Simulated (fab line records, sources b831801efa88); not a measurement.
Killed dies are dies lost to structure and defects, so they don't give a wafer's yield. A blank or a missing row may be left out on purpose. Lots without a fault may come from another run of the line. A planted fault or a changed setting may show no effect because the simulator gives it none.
Problem report in the 8D (eight disciplines) form, filled by code | flow gf180mcu | the parts of the form that need people (team, actions taken, sign-off) are left out

1. THE PROBLEM
HV_LDD_TW at GF_HV_LDD_TW_MEAS_11 reads a mean of 2263 on 6 wafers of 2 lots; wafers without a fault read 2400 with a standard deviation of 24. That is -5.7 standard deviations from the usual mean.
First seen on wafer L918.2, day 12 15:07, on film_metro-02. The record holds 33 wafers of 11 lots with a number at this step. Rule for "out", or "out of limits": more than 4 standard deviations from the usual mean. The other wafers with a number count as sound.

2. WHAT IT IS AND WHAT IT IS NOT
question                    | is                     | is not
which readings at this step | HV_LDD_TW              | -
which lots                  | L918, L919             | L909, L915, L916, L925, L927, L928, L929, L931, L932
which wafers of those lots  | all that have a number | -
read on which gauges        | film_metro-02          | film_metro-03, film_metro-04
when                        | from day 12 15:07      | up to then (9 sound wafers); but 18 sound wafers of L925, L927, L928, L929, L931, L932 came after

3. SUSPECTS, AND WHAT RULES EACH OUT
Counting: a tool at a process step up to the reading stays a suspect if it ran every lot that is out and no sound lot after the first of them.
- the gauge at GF_HV_LDD_TW_MEAS_11: ruled out. All the wafers that are out were read on film_metro-02, but those of them that GF_HV_LDD_IMPLANT_09 has rows for are out there too, on other tools.
- rie_diel-02 at GF_POLY_GATE_ETCH_12 (etches BARC in N2/H2): ruled out as a lasting fault. Sound lots L927, L931, L932 ran on it after its first lot that is out, L918 (day 11 17:35).
- implanter-01 at GF_HV_LDD_IMPLANT_09: ruled out as a lasting fault. Sound lots L928, L929, L931, L932 ran on it after its first lot that is out, L918 (day 12 14:53).
Left after counting: nothing in the record.

4. THE CAUSE (what the simulator had put in)
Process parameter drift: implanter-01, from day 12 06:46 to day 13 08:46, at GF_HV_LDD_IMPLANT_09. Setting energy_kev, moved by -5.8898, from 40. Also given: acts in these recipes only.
Counting ruled it out, wrongly: the rule takes a fault to strike every lot that its tool runs from its start on, and this one did not.

5. THE CHAIN OF EFFECTS, in route order
Each row: a reading whose mean over the struck wafers that have a number lies more than 3 standard deviations from the usual. Only readings for which the record gives a usual standard deviation are gone through. hours: the time from each lot's start at the first step in this table that gives one to its start at this step, as a median over the lots. sigmas: the change in usual standard deviations.
hours | step                 | reading         | usual        | on struck wafers | change | sigmas
0     | GF_HV_LDD_IMPLANT_09 | beam_energy_keV | 40.002       | 34.116           | -5.886 | -99 or more
0     | GF_HV_LDD_TW_MEAS_11 | HV_LDD_TW       | 2400         | 2263             | -137   | -5.7
64    | GF_HV_LDD_RS_MEAS_53 | HV_LDD_RS       | 418.4 ohm/sq | 422.2            | +3.8   | +5.0
The process steps in it:
- GF_HV_LDD_IMPLANT_09

6. WHAT WOULD HAVE CAUGHT IT SOONER
In this record the first reading out of limits at a measuring or inspecting step was taken at day 12 15:07, 8 hours after the fault began at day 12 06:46.
The tool's own readings at GF_HV_LDD_IMPLANT_09 were out on every struck wafer that the step has a row for (beam_energy_keV): an alarm limit on them would have fired on the first of those.
